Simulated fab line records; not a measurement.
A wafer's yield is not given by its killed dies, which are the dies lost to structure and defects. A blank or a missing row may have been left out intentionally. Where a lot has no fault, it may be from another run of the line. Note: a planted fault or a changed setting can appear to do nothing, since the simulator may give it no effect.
Which tool is to blame? | flow gf180mcu | 33 wafers from 11 lots sampled at 3 of the route's 602 steps

WHAT THE GAUGES SHOWED, per wafer
GF_HV_LDD_THK_MEAS_57.
lot  | measured     | on           | HV_LDD_CVD_56_THK (nm)
L156 | day 13 11:29 | filmMetro-03 | 89.5 90.4 90.1
L157 | day 13 18:40 | filmMetro-01 | 79.6 79.6 79.5
L158 | day 14 06:40 | filmMetro-04 | 81.4 81.4 81.0
L166 | day 17 08:15 | filmMetro-03 | 90.4 90.1 90.9
L167 | day 17 09:41 | filmMetro-01 | 89.4 89.9 89.6
L169 | day 17 22:11 | filmMetro-01 | 90.1 90.1 89.9
L170 | day 18 09:44 | filmMetro-01 | 90.3 89.7 89.8
L171 | day 19 01:10 | filmMetro-03 | 91.4 91.3 90.8
L172 | day 19 12:43 | filmMetro-01 | 90.9 90.0 90.6
L174 | day 20 00:40 | filmMetro-03 | 88.3 90.0 89.2
L175 | day 20 23:44 | filmMetro-01 | 89.2 89.1 89.4

TOOL THAT RAN EACH LOT (tool first, then ch and the chambers of the sampled wafers, then the start)
lot  | GF_HV_LDD_RTA_52                | GF_HV_LDD_CVD_56
L156 | rtpAnneal-02 ch 0, day 13 07:34 | lpcvd-01 ch 1, day 13 09:20
L157 | rtpAnneal-02 ch 0, day 13 15:58 | lpcvd-01 ch 0, day 13 17:13
L158 | rtpAnneal-01 ch 0, day 14 03:58 | lpcvd-01 ch 1, day 14 05:14
L166 | rtpAnneal-02 ch 0, day 17 05:34 | lpcvd-01 ch 1, day 17 06:49
L167 | rtpAnneal-01 ch 0, day 17 05:46 | lpcvd-02 ch 0, day 17 07:32
L169 | rtpAnneal-01 ch 0, day 17 19:08 | lpcvd-01 ch 1, day 17 20:46
L170 | rtpAnneal-01 ch 0, day 18 07:02 | lpcvd-01 ch 1, day 18 08:17
L171 | rtpAnneal-01 ch 0, day 18 22:28 | lpcvd-02 ch 1, day 18 23:44
L172 | rtpAnneal-01 ch 0, day 19 10:01 | lpcvd-02 ch 1, day 19 11:17
L174 | rtpAnneal-02 ch 0, day 19 21:01 | lpcvd-01 ch 0, day 19 23:13
L175 | rtpAnneal-02 ch 0, day 20 19:46 | lpcvd-01 ch 0, day 20 22:19
- GF_HV_LDD_RTA_52: time 10 s.
- GF_HV_LDD_CVD_56: deposits Si3N4 from DCS/NH3, target thk 90 nm, time 1543 s.

THE ANSWER, worked out from the rows above alone
Rule: usual is defined by the lots themselves. Put in order of their means at a reading, lots are off if they are a third of the lots or fewer, leave a main group of 4 or more, and stand apart from it by a gap of 3 or more times the standard deviation of the main group's means; of several such gaps the widest counts. A main group is skipped when, at the precision printed for the reading in the tables above, its means are all equal. Also off: a lot with no number at a reading for which 4 or more lots have one. The other lots that the step has rows for count as sound.
Off: L157, L158, seen at GF_HV_LDD_THK_MEAS_57 (HV_LDD_CVD_56_THK). Mean 90.0 nm and standard deviation 0.6 in the main group.
If a tool, at a process step before that reading, ran all the lots that are off and no sound lot after the first of them, it fits. The gauges at GF_HV_LDD_THK_MEAS_57 are tried like those tools. No candidate that was tried fits.

WHAT THE SIMULATOR HAD PUT IN
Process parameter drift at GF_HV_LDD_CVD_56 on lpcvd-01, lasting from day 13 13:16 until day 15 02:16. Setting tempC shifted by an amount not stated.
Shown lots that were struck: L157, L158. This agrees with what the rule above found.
